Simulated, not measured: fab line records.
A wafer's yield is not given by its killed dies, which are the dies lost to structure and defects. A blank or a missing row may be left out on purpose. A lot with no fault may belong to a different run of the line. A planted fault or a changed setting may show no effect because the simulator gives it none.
Comparing a struck lot with a sound one | flow sky130 | 30 steps out of a route of 708
Sound: the wafers L741.3, L741.5, L741.6. Wafers struck: L746.1, L746.3, L746.5. The cause comes at the end.
Per side, at each step with rows, come the tool, then ch with its chambers, and then its first start. Under that, the readings that differ: sound wafers | struck wafers | difference of the means | sigmas: that difference in standard deviations of wafers without a fault.
alike: same words and numbers on both sides, and readings whose means sit less than 2 such deviations apart. not compared: any withheld reading, any reading some wafer has no value for, any bound like >300 that may hide the same value, and any number with overlapping values for which the record gives no deviation.
A row with sigmas, a row that says differs or no value, or rows on one side alone: a step with any of these is where the two part. Numbers that have no deviation but don't overlap get no sigmas and don't part them. A reading missing from all wafers of one side parts the sides only when that side holds two or more wafers.

first, 6 steps without rows for these wafers: SKY_SONOS_ONO_HMDS_07 (prime time 60 s); SKY_SONOS_ONO_COAT_08 (resist thk 1140 nm); SKY_SONOS_ONO_SOFTBAKE_09 (time 60 s); SKY_SONOS_ONO_EXPOSE_10 (exposes mask ONOM, target cd 410 nm); SKY_SONOS_ONO_PEB_11; SKY_SONOS_ONO_DEVELOP_12 (develop time 60 s).
SKY_SONOS_ONO_CD_MEAS_13: target cd 410 nm.
  sound on cd sem-02, day 15 16:23; struck on cd sem-01, day 17 12:55
  alike: cd nm
SKY_SONOS_ONO_OVL_MEAS_14:
  sound on overlay-02, day 15 16:29; struck on overlay-02, day 17 13:02
  alike: SONOS_ONO_OVL
SKY_SONOS_ONO_ETCH_15: etches the open film in CHF3/O2, target depth 19.52 nm, time 7.8 s.
  sound on rie diel-01 ch 0,1, day 15 16:31; struck on rie diel-01 ch 0,3, day 17 13:05
  alike: drypump motor current A, oes product au, throttle valve pct
  not compared: rf hours counter h
then, 1 step without rows for these wafers: SKY_SONOS_ONO_WET_ETCH_16 (etches SiO2 in dHF, target depth 14 nm, time 280 s).
SKY_SONOS_ONO_STRIP_17: strips in O2/N2.
  sound on plasma asher-04 ch 0,1, day 15 16:39; struck on plasma asher-01 ch 0,1, day 17 13:11
  reading                      | sound             | struck            | difference | sigmas
  strip time to endpoint s (s) | 14.13 14.19 14.16 | 14.07 14.02 14.07 | -0.11      | -3
  alike: drypump motor current A, n2 flow sccm, oes product au
  not compared: rf hours counter h
then, 1 step without rows for these wafers: SKY_SONOS_ONO_WET_ETCH_18 (etches Si3N4 in H3PO4, target depth 15 nm, time 172 s).
SKY_GATE_OXIDE_CLEAN_00: cleans in SC1/SC2, time 150 s.
  sound on wet bench-04 ch 3, day 15 16:46; struck on wet bench-02 ch 0, day 17 13:24
  reading                                    | sound             | struck            | difference | sigmas
  run length s (s)                           | 173.8 173.8 173.8 | 100.0 100.0 100.0 | -73.8      | -25
  model.SiO2_of_SONOS_ONO_CVD_04.thk nm (nm) | 4.777 4.867 4.863 | 5.386 5.232 5.268 | +0.460     |
then, 1 step without rows for these wafers: SKY_GATE_OXIDE_OXIDATION_01 (stabilise 600 s, purge 300 s, target thk 10.268 nm).
SKY_GATE_OXIDE_THK_MEAS_02:
  sound on film metro-04, day 15 19:04; struck on film metro-02, day 17 16:38
  alike: GATE_OXIDE_OXIDATION_00_THK
then, 7 steps without rows for these wafers: SKY_GATE_OXIDE_DEHYDRATE_03 (time 60 s); SKY_GATE_OXIDE_HMDS_04 (prime time 60 s); SKY_GATE_OXIDE_COAT_05 (resist thk 1140 nm); SKY_GATE_OXIDE_SOFTBAKE_06 (time 60 s); SKY_GATE_OXIDE_EXPOSE_07 (exposes mask LVOM, target cd 600 nm); SKY_GATE_OXIDE_PEB_08; SKY_GATE_OXIDE_DEVELOP_09 (develop time 60 s).
SKY_GATE_OXIDE_OVL_MEAS_10:
  sound on overlay-01, day 16 22:49; struck on overlay-01, day 18 22:36
  alike: GATE_OXIDE_OVL
then, 2 steps without rows for these wafers: SKY_GATE_OXIDE_IMPLANT_11; SKY_GATE_OXIDE_WET_ETCH_12 (etches SiO2 in dHF, target depth 16.8 nm, time 336 s).
SKY_GATE_OXIDE_STRIP_13: strips in O2/N2.
  sound on plasma asher-03 ch 0,1, day 16 23:07; struck on plasma asher-03 ch 1, day 18 22:53
  alike: drypump motor current A, n2 flow sccm, oes product au, strip time to endpoint s
  not compared: rf hours counter h
SKY_GATE_OXIDE_TW_MEAS_14:
  sound on film metro-03, day 16 23:12; struck on film metro-02, day 18 22:59
  alike: GATE_OXIDE_TW
SKY_GATE_OXIDE_CLEAN_15: cleans in SC1/SC2, time 150 s.
  sound on wet bench-04 ch 2, day 16 23:14; struck on wet bench-02 ch 2, day 18 23:02
  reading                                    | sound             | struck            | difference | sigmas
  run length s (s)                           | 175 175 175       | 183 183 183       | +8         | +2
  model.SiO2_of_SONOS_ONO_CVD_04.thk nm (nm) | 4.096 4.182 4.179 | 4.702 4.549 4.584 | +0.459     |
then, 1 step without rows for these wafers: SKY_GATE_OXIDE_OXIDATION_16 (stabilise 600 s, purge 300 s, target thk 3.57 nm).
-- the record jumps here: 30 days lie between the struck wafers' starts before and after (it left off in module GATE_OXIDE and takes up again in module PAD_OPEN, whose first step shown is number 708 of the route) --
SKY_PAD_OPEN_PROBE_99:
  sound on prober-01, day 48 03:45; struck on prober-02, day 49 09:49
  reading                                   | sound                | struck               | difference | sigmas
  model.etest.cap thick oxide.gate bv v (V) | 15.76 15.9 15.85     | 15.18 15.51 15.63    | -0.40      |
  model.etest.cap ono.gate log10 a cm2      | -7.739 -7.791 -7.818 | -8.293 -8.177 -8.196 | -0.439     |
  model.etest.cap ono.tox acc nm (nm)       | 12.7 12.82 12.78     | 13.17 13.11 13.11    | +0.36      |
  model.etest.sonos programmed.vt v (V)     | 1.542 1.532 1.514    | 1.348 1.383 1.418    | -0.146     |
  model.etest.sonos erased.vt v (V)         | -2.369 -2.365 -2.35  | -2.135 -2.216 -2.188 | +0.182     |
  model.etest.sonos baked.vt v (V)          | 0.9911 0.9851 0.9858 | 0.8107 0.8588 0.8678 | -0.1416    |
  alike: killed_at_M0_to_M3, killed_at_M4_up, killed at contacts, killed at front end, killed at other, killed dies, killed open, killed short

WHERE THEY PART
First at SKY_SONOS_ONO_STRIP_17; last, within this record, at SKY_GATE_OXIDE_CLEAN_15. Later steps at which nothing parts them and some readings are alike: SKY_PAD_OPEN_PROBE_99.

WHY: what the simulator had put in
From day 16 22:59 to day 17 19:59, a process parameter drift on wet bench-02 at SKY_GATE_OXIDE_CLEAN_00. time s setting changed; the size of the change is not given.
